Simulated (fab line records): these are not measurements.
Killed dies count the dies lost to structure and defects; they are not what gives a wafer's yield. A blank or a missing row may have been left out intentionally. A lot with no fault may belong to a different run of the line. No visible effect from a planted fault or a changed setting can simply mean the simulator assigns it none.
A lot that was struck, set against a sound lot    flow sky130    15 out of 708 route steps
Sound: the wafers L396.1, L396.2, L396.6. Struck: wafers L412.1, L412.5, L412.6. Last of all comes the cause.
Per side, at each step with rows, come the tool, then ch with its chambers, and then its first start. Under that, the readings that differ: sound wafers    struck wafers    difference of the means    sigmas: that difference in standard deviations of wafers without a fault.
alike: a reading whose means differ by less than 2 such deviations, as well as words and numbers matching on both sides. not compared: withheld readings; readings where some wafer has no value; bounds like >300 that might hide an equal value; numbers whose values overlap and for which the record gives no deviation.
A row with sigmas, a row that says differs or no value, or rows on one side alone: a step with any of these is where the two part. Numbers that have no deviation but don't overlap get no sigmas and don't part them. A reading missing from all wafers of one side parts the sides only when that side holds two or more wafers.

first, 1 step without rows for these wafers: SKY_VIA2_CLEAN_19 (cleans in O3/DIW).
SKY_VIA2_SPUTTER_20: material TiN, target thk 20 nm, time 80 s.
  struck on pvdSputter-03, day 41 15:41; sound on pvdSputter-03, day 37 06:16
  alike: throttleValvePct
then, 1 step without rows for these wafers: SKY_VIA2_CVD_21 (deposits W, target thk 420 nm, time 126.4 s).
SKY_VIA2_RS_MEAS_22: measures by four-point-probe.
  struck on filmMetro-01, day 41 15:52; sound on filmMetro-02, day 37 06:28
  alike: VIA2_W_RS
SKY_VIA2_THK_MEAS_23: measures by xrf.
  struck on filmMetro-01, day 41 15:59; sound on filmMetro-02, day 37 06:35
  alike: VIA2_W_THK
SKY_VIA2_CMP_24: polishes, stops on SiO2, t overpolish 20 s, target thk 0 nm.
  sound on cmp-01 ch 0,3, day 37 06:38; struck on cmp-01 ch 1,2, day 41 16:21
  alike: edgeZonePressureFrac, motorCurrentA, overpolishRunS, timeToEndpointS
SKY_METAL3_SPUTTER_00: material Ti, target thk 15 nm, time 10 s.
  struck on pvdSputter-04, day 41 16:39; sound on pvdSputter-04, day 37 06:56
  alike: throttleValvePct
SKY_METAL3_SPUTTER_01: material TiN, target thk 20 nm, time 16.7 s.
  struck on pvdSputter-04, day 41 16:40; sound on pvdSputter-04, day 37 06:58
  alike: throttleValvePct
then, 1 step without rows for these wafers: SKY_METAL3_SPUTTER_02 (material AlCu, target thk 735 nm, time 39.1 s).
SKY_METAL3_SPUTTER_03: material Ti, target thk 5 nm, time 3.3 s.
  struck on pvdSputter-04, day 41 16:44; sound on pvdSputter-04, day 37 07:02
  alike: throttleValvePct
then, 2 steps without rows for these wafers: SKY_METAL3_SPUTTER_04 (material TiN, target thk 70 nm, time 58.3 s); SKY_CAPM_CVD_00 (deposits SiO2, target thk 15.5 nm).
SKY_CAPM_THK_MEAS_01:
  struck on filmMetro-02, day 41 16:49; sound on filmMetro-01, day 37 07:08
reading               sound              struck             difference  sigmas
CAPM_CVD_00_THK (nm)  15.38 15.53 15.86  18.36 18.66 18.46  +2.90       +13
then, 1 step without rows for these wafers: SKY_CAPM_SPUTTER_02 (material TiN, target thk 200 nm, time 166.7 s).
-- the record jumps here: 8 days lie between the struck wafers' starts before and after (it left off in module CAPM and takes up again in module PAD_OPEN, whose first step shown is number 708 of the route) --
SKY_PAD_OPEN_PROBE_99:
  struck on prober-01, day 49 22:45; sound on prober-02, day 46 13:17
  alike: defectLimitedYield, killed_at_M0_to_M3, killed_at_M4_up, killedAtContacts, killedAtFrontEnd, killedAtOther, killedDies, killedOpen, killedShort, sort_bin_3_pad_short, sort_bin_5_function, sort_bin_6_memory, sortNPass, sortYieldPct

## WHERE THEY PART
SKY_CAPM_THK_MEAS_01 only, going by this record. Later steps at which nothing parts them and some readings are alike: SKY_PAD_OPEN_PROBE_99.

WHY: what had been put in by the simulator
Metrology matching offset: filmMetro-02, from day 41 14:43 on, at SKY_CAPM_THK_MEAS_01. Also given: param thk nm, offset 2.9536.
